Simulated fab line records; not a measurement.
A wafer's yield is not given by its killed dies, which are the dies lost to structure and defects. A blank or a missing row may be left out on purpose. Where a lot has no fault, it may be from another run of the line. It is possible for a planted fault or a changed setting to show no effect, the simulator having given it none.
Which tool was responsible? | flow gf180mcu | 13 lots with 39 wafers sampled at 5 steps, on a route of 602 steps

== WHAT THE GAUGES READ, wafer by wafer ==
GF_VT_IMPLANT_OVL_MEAS_40.
lot  | measured     | on         | VT_IMPLANT_03_OVL (nm)
L122 | day 7 09:24  | overlay-01 | 1.2 2.7 1.2
L127 | day 8 19:22  | overlay-02 | 0.6 2.5 4.4
L128 | day 9 06:35  | overlay-02 | 0.1 1.3 1.9
L129 | day 9 20:59  | overlay-01 | -1.8 -1.9 -0.9
L130 | day 9 23:24  | overlay-02 | 0.4 0.8 0.5
L132 | day 10 23:46 | overlay-01 | -2.4 -1.6 -2.4
L133 | day 11 06:24 | overlay-02 | - - -
L134 | day 11 07:36 | overlay-01 | - - -
L135 | day 11 12:06 | overlay-02 | - - -
L139 | day 12 12:00 | overlay-01 | 1.9 1.9 2.0
L142 | day 13 00:48 | overlay-02 | 1.0 0.9 -1.4
L144 | day 13 17:09 | overlay-01 | 2.3 0.7 0.1
L145 | day 13 23:15 | overlay-02 | 0.9 0.1 -1.5

GF_V1_OVL_MEAS_15.
lot  | measured     | on         | V1_OVL (nm)
L122 | day 17 19:29 | overlay-02 | -5 -7 -3
L127 | day 19 17:10 | overlay-01 | -3 1 5
L128 | day 20 12:14 | overlay-02 | 12 5 0
L129 | day 21 03:37 | overlay-02 | -4 -2 3
L130 | day 21 09:32 | overlay-01 | 0 -7 -6
L132 | day 22 18:57 | overlay-01 | -1 5 2
L139 | day 24 14:56 | overlay-01 | -4 5 3
L142 | day 25 03:22 | overlay-01 | 5 15 12
L144 | day 25 20:04 | overlay-01 | -4 -6 7
L145 | day 26 03:45 | overlay-01 | 3 -4 11

GF_V1_RS_MEAS_24: the measuring method here is four-point-probe.
lot  | measured     | on            | V1_W_RS (ohm/sq)
L122 | day 17 20:25 | film metro-03 | 0.330 0.320 0.323
L127 | day 19 18:06 | film metro-04 | 0.312 0.326 0.313
L128 | day 20 13:09 | film metro-02 | 0.332 0.329 0.328
L129 | day 21 04:32 | film metro-02 | 0.327 0.330 0.319
L130 | day 21 10:28 | film metro-03 | 0.327 0.330 0.329
L132 | day 22 19:54 | film metro-04 | 0.316 0.320 0.329
L139 | day 24 15:52 | film metro-04 | 0.316 0.330 0.316
L142 | day 25 04:17 | film metro-03 | 0.316 0.319 0.318
L144 | day 25 20:59 | film metro-02 | 0.329 0.332 0.318
L145 | day 26 04:44 | film metro-03 | 0.331 0.331 0.318

== WHICH TOOL RAN EACH LOT (tool, then ch and the chambers of the sampled wafers, then the start) ==
lot  | GF_VT_IMPLANT_COAT_35             | GF_SAB_STRIP_13
L122 | litho track-03 ch 0, day 7 01:26  | plasma asher-03 ch 0,1, day 14 20:33
L127 | litho track-01 ch 0, day 8 10:57  | plasma asher-04 ch 0,1, day 16 15:07
L128 | litho track-02 ch 0, day 8 22:15  | plasma asher-04 ch 0, day 17 09:14
L129 | litho track-01 ch 0, day 9 12:01  | plasma asher-01 ch 0,1, day 17 23:33
L130 | litho track-01 ch 0, day 9 14:21  | plasma asher-04 ch 0,1, day 18 06:41
L132 | litho track-02 ch 0, day 10 14:24 | plasma asher-04 ch 0,1, day 19 15:56
L133 | litho track-02, day 10 21:15      | -
L134 | litho track-02, day 10 22:09      | -
L135 | litho track-03, day 11 02:50      | -
L139 | litho track-03 ch 0, day 12 02:02 | plasma asher-01 ch 0,1, day 21 13:44
L142 | litho track-03 ch 0, day 12 15:08 | plasma asher-01 ch 0,1, day 22 02:47
L144 | litho track-02 ch 0, day 13 07:03 | plasma asher-03 ch 0,1, day 22 18:59
L145 | litho track-03 ch 0, day 13 13:15 | plasma asher-03 ch 0,1, day 23 04:23
- GF_VT_IMPLANT_COAT_35: resist thk 1000 nm.
- GF_SAB_STRIP_13: strips in O2/N2.

== WHAT THE TOOLS THEMSELVES READ (means of the sampled wafers that have a number; where no wafer has one, the mark that the record gives instead) ==
GF_VT_IMPLANT_COAT_35.
lot  | tool           | chill plate temp C (C) | dispense pressure kPa (kPa)
L122 | litho track-03 | 22.87                  | 49.2
L127 | litho track-01 | 23.04                  | 49.5
L128 | litho track-02 | 23.09                  | 48.5
L129 | litho track-01 | 23.09                  | 49.6
L130 | litho track-01 | 22.95                  | 49.6
L132 | litho track-02 | 22.98                  | 48.4
L133 | litho track-02 | -                      | -
L134 | litho track-02 | -                      | -
L135 | litho track-03 | -                      | -
L139 | litho track-03 | 23.07                  | 49.2
L142 | litho track-03 | 22.92                  | 49.2
L144 | litho track-02 | 22.92                  | 48.5
L145 | litho track-03 | 23.03                  | 49.3

GF_SAB_STRIP_13.
lot  | tool            | drypump motor current A (A) | heater power w (W) | oes product au (a.u.) | strip time to endpoint s (s)
L122 | plasma asher-03 | 5.9                         | 329                | 0.715                 | 12.57
L127 | plasma asher-04 | 6.0                         | 289                | 0.711                 | 12.65
L128 | plasma asher-04 | 6.0                         | 289                | 0.705                 | 12.60
L129 | plasma asher-01 | 6.5                         | 330                | 0.713                 | 12.65
L130 | plasma asher-04 | 6.0                         | 292                | 0.709                 | 12.63
L132 | plasma asher-04 | 6.0                         | 293                | 0.709                 | 12.60
L139 | plasma asher-01 | 6.5                         | 341                | 0.712                 | 12.67
L142 | plasma asher-01 | 6.4                         | 359                | 0.710                 | 12.61
L144 | plasma asher-03 | 6.3                         | 356                | 0.713                 | 12.65
L145 | plasma asher-03 | 5.9                         | 324                | 0.702                 | 12.61

== THE ANSWER, worked out from the rows above alone ==
Rule: the usual values come from the lots themselves. Put in order of their means at a reading, lots are off if they are a third of the lots or fewer, leave a main group of 4 or more, and stand apart from it by a gap of 3 or more times the standard deviation of the main group's means; of several such gaps the widest counts. A main group whose means are all the same, to the digits that the tables above print for the reading, isn't used. Also off: a lot with no number at a reading for which 4 or more lots have one. Any other lot the step has rows for is counted as sound. The gauges are gone through in route order, then the tools' own readings, and for those a lot's mean is taken as printed above. At the first step where some lot is off, the reading lying furthest off is the one used; lots without a number count as furthest.
Off: L133, L134, L135, at GF_VT_IMPLANT_OVL_MEAS_40 (VT_IMPLANT_03_OVL). Without a number there: L133, L134, L135. The main group: mean 0.5 nm, standard deviation 1.4.
A tool fits if, at a process step before that reading, it ran every lot that is off, and no sound lot after the first of them. Not tried: the gauges at GF_VT_IMPLANT_OVL_MEAS_40; whatever is off there is also off at GF_VT_IMPLANT_COAT_35, on other tools, and gauge error can't account for it. None of those tried fits.

== WHAT WAS PUT IN BY THE SIMULATOR ==
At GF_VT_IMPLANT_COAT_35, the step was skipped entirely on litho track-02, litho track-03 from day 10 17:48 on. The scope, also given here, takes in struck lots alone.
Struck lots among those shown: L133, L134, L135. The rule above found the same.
